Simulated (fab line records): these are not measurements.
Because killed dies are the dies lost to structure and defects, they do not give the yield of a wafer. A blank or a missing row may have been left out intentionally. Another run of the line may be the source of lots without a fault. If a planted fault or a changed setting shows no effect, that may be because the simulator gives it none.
Which tool is to blame? || flow sky130 || 14 lots with 42 wafers sampled at 3 steps, on a route of 708 steps

== WHAT EACH GAUGE READ, for each wafer ==
SKY_SD_N_OVL_MEAS_08.
{"lot": "L626", "measured": "day 28 06:07", "on": "overlay-01", "SD_N_OVL (nm)": "-0.4 1.5 0.7"}
{"lot": "L627", "measured": "day 28 12:13", "on": "overlay-01", "SD_N_OVL (nm)": "0.1 -0.1 -2.5"}
{"lot": "L629", "measured": "day 29 09:52", "on": "overlay-02", "SD_N_OVL (nm)": "2.5 -0.7 1.1"}
{"lot": "L631", "measured": "day 29 21:13", "on": "overlay-01", "SD_N_OVL (nm)": "-1.0 -1.3 0.0"}
{"lot": "L634", "measured": "day 30 22:16", "on": "overlay-01", "SD_N_OVL (nm)": "-1.6 0.6 -1.3"}
{"lot": "L635", "measured": "day 31 16:53", "on": "overlay-01", "SD_N_OVL (nm)": "-0.8 -0.7 -1.2"}
{"lot": "L636", "measured": "day 31 18:04", "on": "overlay-02", "SD_N_OVL (nm)": "-0.1 -0.2 0.6"}
{"lot": "L637", "measured": "day 32 01:16", "on": "overlay-02", "SD_N_OVL (nm)": "0.0 1.0 1.1"}
{"lot": "L638", "measured": "day 32 05:38", "on": "overlay-01", "SD_N_OVL (nm)": "0.5 0.1 -1.5"}
{"lot": "L639", "measured": "day 32 11:16", "on": "overlay-02", "SD_N_OVL (nm)": "2.0 2.9 1.7"}
{"lot": "L640", "measured": "day 32 23:40", "on": "overlay-02", "SD_N_OVL (nm)": "0.7 -0.4 -0.8"}
{"lot": "L643", "measured": "day 34 07:14", "on": "overlay-01", "SD_N_OVL (nm)": "-1.4 -0.8 -0.4"}
{"lot": "L645", "measured": "day 34 12:22", "on": "overlay-02", "SD_N_OVL (nm)": "-1.9 -0.7 2.7"}
{"lot": "L647", "measured": "day 34 17:19", "on": "overlay-02", "SD_N_OVL (nm)": "-2.2 0.4 0.8"}

SKY_LI_CONTACT_THK_MEAS_01.
{"lot": "L626", "measured": "day 28 07:20", "on": "film_metro-03", "LI_CONTACT_HDPCVD_THK (nm)": "923 933 919"}
{"lot": "L627", "measured": "day 28 13:30", "on": "film_metro-03", "LI_CONTACT_HDPCVD_THK (nm)": "932 928 934"}
{"lot": "L629", "measured": "day 29 11:05", "on": "film_metro-02", "LI_CONTACT_HDPCVD_THK (nm)": "932 933 937"}
{"lot": "L631", "measured": "day 29 22:26", "on": "film_metro-04", "LI_CONTACT_HDPCVD_THK (nm)": "934 921 924"}
{"lot": "L634", "measured": "day 30 23:29", "on": "film_metro-04", "LI_CONTACT_HDPCVD_THK (nm)": "914 930 925"}
{"lot": "L635", "measured": "day 31 18:05", "on": "film_metro-04", "LI_CONTACT_HDPCVD_THK (nm)": "938 935 923"}
{"lot": "L636", "measured": "day 31 19:16", "on": "film_metro-04", "LI_CONTACT_HDPCVD_THK (nm)": "930 915 932"}
{"lot": "L637", "measured": "day 32 02:28", "on": "film_metro-02", "LI_CONTACT_HDPCVD_THK (nm)": "931 933 936"}
{"lot": "L638", "measured": "day 32 06:52", "on": "film_metro-02", "LI_CONTACT_HDPCVD_THK (nm)": "923 924 920"}
{"lot": "L639", "measured": "day 32 12:29", "on": "film_metro-04", "LI_CONTACT_HDPCVD_THK (nm)": "928 921 918"}
{"lot": "L640", "measured": "day 33 00:53", "on": "film_metro-02", "LI_CONTACT_HDPCVD_THK (nm)": "939 942 941"}
{"lot": "L643", "measured": "day 34 08:26", "on": "film_metro-04", "LI_CONTACT_HDPCVD_THK (nm)": "918 921 925"}
{"lot": "L645", "measured": "day 34 13:34", "on": "film_metro-04", "LI_CONTACT_HDPCVD_THK (nm)": "940 928 942"}
{"lot": "L647", "measured": "day 34 18:31", "on": "film_metro-03", "LI_CONTACT_HDPCVD_THK (nm)": "917 928 918"}

SKY_LI_CONTACT_CD_MEAS_12 targets a cd of 170 nm.
{"lot": "L626", "measured": "day 29 11:49", "on": "cd_sem-01", "cd_nm (nm)": "169.4 169.1 171.0"}
{"lot": "L627", "measured": "day 29 17:53", "on": "cd_sem-02", "cd_nm (nm)": "169.2 169.3 168.3"}
{"lot": "L629", "measured": "day 30 14:50", "on": "cd_sem-01", "cd_nm (nm)": "171.5 170.8 171.5"}
{"lot": "L631", "measured": "day 31 02:28", "on": "cd_sem-01", "cd_nm (nm)": "168.2 169.3 169.7"}
{"lot": "L634", "measured": "day 32 03:19", "on": "cd_sem-01", "cd_nm (nm)": "171.7 171.8 171.6"}
{"lot": "L635", "measured": "day 32 21:28", "on": "cd_sem-02", "cd_nm (nm)": "172.6 173.5 173.5"}
{"lot": "L636", "measured": "day 32 22:33", "on": "cd_sem-02", "cd_nm (nm)": "168.9 169.4 169.6"}
{"lot": "L637", "measured": "day 33 06:35", "on": "cd_sem-01", "cd_nm (nm)": "166.6 167.8 167.4"}
{"lot": "L638", "measured": "day 33 10:00", "on": "cd_sem-02", "cd_nm (nm)": "168.7 169.2 167.4"}
{"lot": "L639", "measured": "day 33 15:04", "on": "cd_sem-02", "cd_nm (nm)": "168.6 169.4 170.0"}
{"lot": "L640", "measured": "day 34 02:35", "on": "cd_sem-01", "cd_nm (nm)": "169.1 167.3 167.1"}
{"lot": "L643", "measured": "day 35 11:13", "on": "cd_sem-02", "cd_nm (nm)": "169.2 169.4 169.6"}
{"lot": "L645", "measured": "day 35 16:12", "on": "cd_sem-02", "cd_nm (nm)": "171.6 171.9 171.6"}
{"lot": "L647", "measured": "day 35 21:19", "on": "cd_sem-02", "cd_nm (nm)": "171.3 170.4 170.6"}

== TOOL THAT RAN EACH LOT (tool first, then ch and the chambers of the sampled wafers, then the start) ==
The record holds no process step before these readings.

== WHAT THE TOOLS THEMSELVES READ (means of the sampled wafers that have a number; where no wafer has one, the mark that the record gives instead) ==
The record holds no such reading with a usual standard deviation.

== THE ANSWER, worked out from the rows above alone ==
Rule: what is usual is taken from the lots themselves. Put in order of their means at a reading, lots are off if they are a third of the lots or fewer, leave a main group of 4 or more, and stand apart from it by a gap of 3 or more times the standard deviation of the main group's means; of several such gaps the widest counts. If all means in a main group match to the digits the tables above print for the reading, that group is not used. A lot without any number at a reading at which 4 lots or more have one is off too. The other lots that the step has rows for count as sound. After the gauges, taken in route order, come the tools' own readings; for these a lot's mean is taken, as printed above. The first step at which some lot is off is used, and at that step the reading that is off furthest; a lot without a number counts as furthest.
Nothing can be told from this: no lot is off at any reading shown.

== WHAT WAS PUT IN BY THE SIMULATOR ==
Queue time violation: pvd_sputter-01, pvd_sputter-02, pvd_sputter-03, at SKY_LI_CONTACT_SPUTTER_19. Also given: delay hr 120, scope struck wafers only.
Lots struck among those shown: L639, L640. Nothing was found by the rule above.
